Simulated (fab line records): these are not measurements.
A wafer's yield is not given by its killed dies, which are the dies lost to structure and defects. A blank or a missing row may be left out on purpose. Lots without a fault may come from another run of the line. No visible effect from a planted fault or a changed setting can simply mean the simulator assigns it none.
A struck lot beside a sound one | flow sfq line | 25 out of 325 route steps
Sound: these wafers, L340.3, L340.4, L340.6. Struck: wafer L343.3 (L343.2, L343.4, from the same lot, were not struck and are left out); the cause is given at the end.
Each step with rows lists, per side, the tool, then ch with its chambers, then its first start. Under that, the readings that differ: sound wafers | struck wafers | difference of the means | sigmas: that difference in standard deviations of wafers without a fault.
alike: readings whose means differ by less than 2 such deviations, and words and numbers that are the same on both sides. not compared: withheld readings, readings that some wafer has no value for, bounds like >300 that may hide the same value, and numbers for which the record gives no deviation and whose values overlap.
Wherever a step has rows on one side only, a row that says differs or no value, or a row with sigmas, the two part there. Numbers that have no deviation but don't overlap get no sigmas and don't part them. A reading missing from all wafers of one side parts the sides only when that side holds two or more wafers.

first, 6 steps without rows for these wafers: SFQ_TRILAYER_M7_LITHO_COAT_182 (resist thk 62 nm); SFQ_TRILAYER_M7_LITHO_COAT_177 (resist thk 600 nm); SFQ_TRILAYER_M7_LITHO_SOFTBAKE_181; SFQ_TRILAYER_M7_LITHO_EXPOSE_178 (exposes mask M7, target cd 500 nm); SFQ_TRILAYER_M7_LITHO_PEB_180 (peb time 60 s); SFQ_TRILAYER_M7_LITHO_DEVELOP_179 (time 60 s).
SFQ_M7_OVL_MEAS_945:
  sound: overlay-01 at day 77 10:59; struck: overlay-01 at day 78 00:11
  alike: M7_OVL
SFQ_TRILAYER_M7_BARC_OPEN_METAL_ETCH_229: etches BARC in O2, target depth 125 nm, time 41.7 s.
  sound on rie metal-01 ch 0,1, day 77 11:02; struck on rie metal-03 ch 0, day 78 00:13
  alike: drypump motor current A, he backside leak sccm, oes product au
  not compared: rf hours counter h
SFQ_TRILAYER_M7_ETCH_METAL_ETCH_180: etches Nb in Cl2/Ar, stops on SiO2, target depth 240 nm, time 120 s.
  sound on rie metal-01 ch 0,1, day 77 11:07; struck on rie metal-03 ch 0, day 78 00:16
  alike: drypump motor current A, he backside leak sccm, oes product au
  not compared: rf hours counter h
SFQ_TRILAYER_M7_STRIP_STRIP_181: strips in O2.
  sound on rie metal-01 ch 0,1, day 77 11:24; struck on rie metal-03 ch 0, day 78 00:24
  alike: drypump motor current A, he backside leak sccm, oes product au
  not compared: rf hours counter h
then, 1 step without rows for these wafers: SFQ_TRILAYER_M7_STRIP_SOLV_CLEAN_182 (cleans in NMP, time 600 s).
SFQ_TRILAYER_I7_DEP_PECVD_183: deposits SiO2 from SiH4/N2O, time 111.11 s, target thk 500 nm.
  sound on pecvd-03 ch 0,1, day 77 11:58; struck on pecvd-02 ch 1, day 78 01:10
  reading                | sound          | struck | difference | sigmas
  throttle valve pct (%) | 25.5 27.4 25.2 | 21.8   | -4.2       | -3
  alike: heater power w
SFQ_TRILAYER_I7_CMP_CMP_184: polishes SiO2.
  sound on cmp-02 ch 1,2, day 77 16:22; struck on cmp-01 ch 2, day 78 01:15
  reading                                             | sound           | struck | difference | sigmas
  time to endpoint s (s)                              | 210 230 229     | 189    | -34        | -4
  model.SiO2_of_TRILAYER_I7_DEP_PECVD_183.thk nm (nm) | 200 201.1 201.8 | 252    | +51        |
  alike: motor current A
SFQ_I7_BOW_MEAS_946:
  sound: film metro-01 at day 77 18:54; struck: film metro-03 at day 78 04:16
  alike: I7_BOW
SFQ_TRILAYER_I7_METRO_MEASURE_185:
  sound: film metro-01 at day 77 19:23; struck: film metro-03 at day 78 04:34
  reading     | sound             | struck | difference | sigmas
  thk nm (nm) | 200.0 201.1 201.8 | 252.1  | +51.1      | +37
then, 6 steps without rows for these wafers: SFQ_TRILAYER_I7_VIA_LITHO_COAT_192 (resist thk 62 nm); SFQ_TRILAYER_I7_VIA_LITHO_COAT_187 (resist thk 650 nm); SFQ_TRILAYER_I7_VIA_LITHO_SOFTBAKE_191; SFQ_TRILAYER_I7_VIA_LITHO_EXPOSE_188 (exposes mask I7, target cd 1000 nm); SFQ_TRILAYER_I7_VIA_LITHO_PEB_190 (peb time 60 s); SFQ_TRILAYER_I7_VIA_LITHO_DEVELOP_189 (time 60 s).
SFQ_I7_OVL_MEAS_947:
  sound: overlay-02 at day 77 23:40; struck: overlay-02 at day 78 08:04
  alike: I7_OVL
then, 1 step without rows for these wafers: SFQ_TRILAYER_I7_VIA_BARC_OPEN_VIA_ETCH_260 (etches BARC in O2, target depth 125 nm, time 41.7 s).
SFQ_TRILAYER_I7_VIA_ETCH_VIA_ETCH_190: etches SiO2 in CHF3, stops on Nb, target depth 260 nm.
  sound on rie diel-01 ch 0,3, day 77 23:44; struck on rie diel-03 ch 3, day 78 08:08
  reading                        | sound             | struck | difference | sigmas
  oes product au (a.u.)          | 0.852 0.857 0.852 | 0.979  | +0.125     | +24
  model.I7.feature depth nm (nm) | 200 201.1 201.8   | 252    | +51        |
  model.etch.depth nm (nm)       | 200 201.1 201.8   | 252    | +51        |
  alike: drypump motor current A
SFQ_TRILAYER_I7_VIA_STRIP_STRIP_191: strips in O2.
  sound on rie metal-04 ch 0,1, day 78 00:03; struck on rie metal-04 ch 0, day 78 08:15
  alike: drypump motor current A, he backside leak sccm, oes product au
  not compared: rf hours counter h

WHERE THEY PART
First at SFQ_TRILAYER_I7_DEP_PECVD_183; last, within this record, at SFQ_TRILAYER_I7_VIA_ETCH_VIA_ETCH_190. Later steps at which nothing parts them and some readings are alike: SFQ_TRILAYER_I7_VIA_STRIP_STRIP_191.

WHY: what had been put in by the simulator
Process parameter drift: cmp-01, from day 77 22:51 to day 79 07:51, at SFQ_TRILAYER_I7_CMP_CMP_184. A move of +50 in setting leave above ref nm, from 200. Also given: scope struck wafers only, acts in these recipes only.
